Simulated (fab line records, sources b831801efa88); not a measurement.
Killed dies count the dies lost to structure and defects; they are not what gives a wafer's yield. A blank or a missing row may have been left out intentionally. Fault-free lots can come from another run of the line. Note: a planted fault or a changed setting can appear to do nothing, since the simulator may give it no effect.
8D (eight disciplines) problem report, filled in by code ; flow gf180mcu ; the parts of the form that need people (team, actions taken, sign-off) are left out

1. THE ISSUE
Wafers without a fault read 3999.9 W, standard deviation 0.73; cathode_dc_power_W at GF_M2_SPUTTER_00 reads a mean of 3716.4 W on 6 wafers belonging to 2 lots. So: -99 or more standard deviations from the usual mean.
The step: material Ti, target thk 37.5 nm, time 150 s.
Seen first at day 23 13:57 on pvd_sputter-02, wafer L198.1. Wafers with a number at this step in the record: 18, from 6 lots. Rule for "out", or "out of limits": more than 4 standard deviations from the usual mean. The other wafers with a number count as sound.

2. WHAT IT IS, WHAT IT ISN'T
question;is;is not
which readings at this step;cathode_dc_power_W;throttle_valve_pct
which lots;L198, L201;L186, L188, L202, L206
which wafers of those lots;all that have a number;-
read on which tools;pvd_sputter-02;pvd_sputter-04
when;from day 23 13:57;"up to then (6 sound wafers); but 6 sound wafers of L202, L206 came after"

3. THE SUSPECTS, EACH WITH WHAT RULES IT OUT
Counting: a tool stays on the suspect list if, at a process step up to the reading, it processed all lots that are out and no sound lot following the first of them.
- plasma_asher-04 at GF_V1_STRIP_18 (strips in O2/N2): ruled out as a lasting fault. Sound lots L202, L206 ran on it after its first lot that is out, L198 (day 23 12:23).
- cmp-01 at GF_V1_CMP_26 (polishes, stops on SiO2, t overpolish 15 s, target thk 0 nm): kept. All lots that are out passed through it, beginning with L198 at day 23 13:39, and no sound lot followed; its final sound lot before that point was L188 at day 19 18:51.
- pvd_sputter-02 at GF_M2_SPUTTER_00 (material Ti, target thk 37.5 nm, time 150 s): kept. All lots that are out passed through it, beginning with L198 at day 23 13:57, and no sound lot followed; its final sound lot before that point was L188 at day 19 19:06. Out on those wafers are its own readings of cathode_dc_power_W.
What counting leaves: cmp-01 at GF_V1_CMP_26 and pvd_sputter-02 at GF_M2_SPUTTER_00.

4. THE CAUSE (what the simulator had put in)
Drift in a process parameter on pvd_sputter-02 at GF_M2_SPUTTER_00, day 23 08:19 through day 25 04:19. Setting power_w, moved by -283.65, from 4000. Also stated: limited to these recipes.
Counting leaves 2 suspects; this tool is one of them.

5. THE EFFECT CHAIN, in route order
One row per reading whose mean, taken over the struck wafers that have a number, lies over 3 standard deviations from the usual. Only readings whose record carries a usual standard deviation are examined. hours: median over the lots of the time between each lot's start at the first step of this table that gives one and its start at this step. sigmas: the change, counted in usual standard deviations.
hours;step;reading;usual;on struck wafers;change;sigmas
0;GF_M2_SPUTTER_00;cathode_dc_power_W;3999.9 W;3716.4;-283.5;-99 or more
Its process steps:
- GF_M2_SPUTTER_00: material Ti, target thk 37.5 nm, time 150 s.

6. HOW IT WOULD HAVE BEEN CAUGHT EARLIER
6 hours passed between the start of the fault at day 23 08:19 and the first reading out of limits in this record, taken at day 23 13:57.
